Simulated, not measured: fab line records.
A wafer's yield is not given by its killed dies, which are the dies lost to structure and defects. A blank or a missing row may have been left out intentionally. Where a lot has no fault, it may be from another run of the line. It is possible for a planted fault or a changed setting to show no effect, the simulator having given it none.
Comparing a struck lot with a sound one / flow gf180mcu / 14 steps out of a route of 602
Sound: the wafers L513.1, L513.5, L513.6. Wafers struck: L524.1, L524.3, L524.6. The cause is given at the end.
For every step that has rows: the tool of each side, followed by ch and its chambers, followed by its first start. Under that, the readings that differ: sound wafers / struck wafers / difference of the means / sigmas: that difference in standard deviations of wafers without a fault.
alike: readings whose means differ by less than 2 such deviations, and words and numbers that are the same on both sides. not compared: withheld readings, readings that some wafer has no value for, bounds like >300 that may hide the same value, and numbers for which the record gives no deviation and whose values overlap.
The two part at a step that has a row with sigmas, a row that says differs or no value, or rows on one side only. Numbers that have no deviation but don't overlap get no sigmas and don't part them. Lack of a reading on every wafer of one side parts them only where that side has two or more wafers.

first, 4 steps without rows for these wafers: GF_VT_IMPLANT_SOFTBAKE_25 (time 60 s); GF_VT_IMPLANT_EXPOSE_26 (exposes mask LVPWELL HV AREA, target cd 860 nm); GF_VT_IMPLANT_PEB_27; GF_VT_IMPLANT_DEVELOP_28 (develop time 60 s).
GF_VT_IMPLANT_OVL_MEAS_29:
  sound on overlay-02 at day 8 17:53; struck on overlay-01 at day 11 17:10
  alike: VT_IMPLANT_02_OVL
then, 1 step without rows for these wafers: GF_VT_IMPLANT_IMPLANT_30.
GF_VT_IMPLANT_STRIP_31: strips in O2/N2.
  sound on plasma_asher-04 ch 0,1, day 8 18:04; struck on plasma_asher-02 ch 0, day 11 17:22
reading=heater_power_w (W); sound=429 420 373; struck=311 318 313; difference=-93; sigmas=-2
  alike: drypump_motor_current_A, oes_product_au, strip_time_to_endpoint_s
  not compared: rf_hours_counter_h
GF_VT_IMPLANT_TW_MEAS_32:
  sound on film_metro-03 at day 8 18:10; struck on film_metro-04 at day 11 17:28
  alike: VT_IMPLANT_3_TW
then, 4 steps without rows for these wafers: GF_VT_IMPLANT_DEHYDRATE_33 (time 60 s); GF_VT_IMPLANT_HMDS_34 (prime time 60 s); GF_VT_IMPLANT_COAT_35 (resist thk 1000 nm); GF_VT_IMPLANT_SOFTBAKE_36 (time 60 s).
GF_VT_IMPLANT_EXPOSE_37: exposes mask Nwell HV AREA, target cd 860 nm.
  sound on iline_stepper-02 ch 0, day 9 02:03; struck on iline_stepper-01, day 12 03:13
  no value came back on the struck wafers for exposure_dose_mJ_cm2, focus_offset_nm (nm), sigma_outer; on the sound wafers exposure_dose_mJ_cm2 reads 140.33 140.17 140.08
  alike: mask
then, 1 step without rows for these wafers: GF_VT_IMPLANT_PEB_38.

== WHERE THEY PART ==
Last at GF_VT_IMPLANT_EXPOSE_37 as far as this record goes, first at GF_VT_IMPLANT_STRIP_31.

WHY: what the simulator had put in
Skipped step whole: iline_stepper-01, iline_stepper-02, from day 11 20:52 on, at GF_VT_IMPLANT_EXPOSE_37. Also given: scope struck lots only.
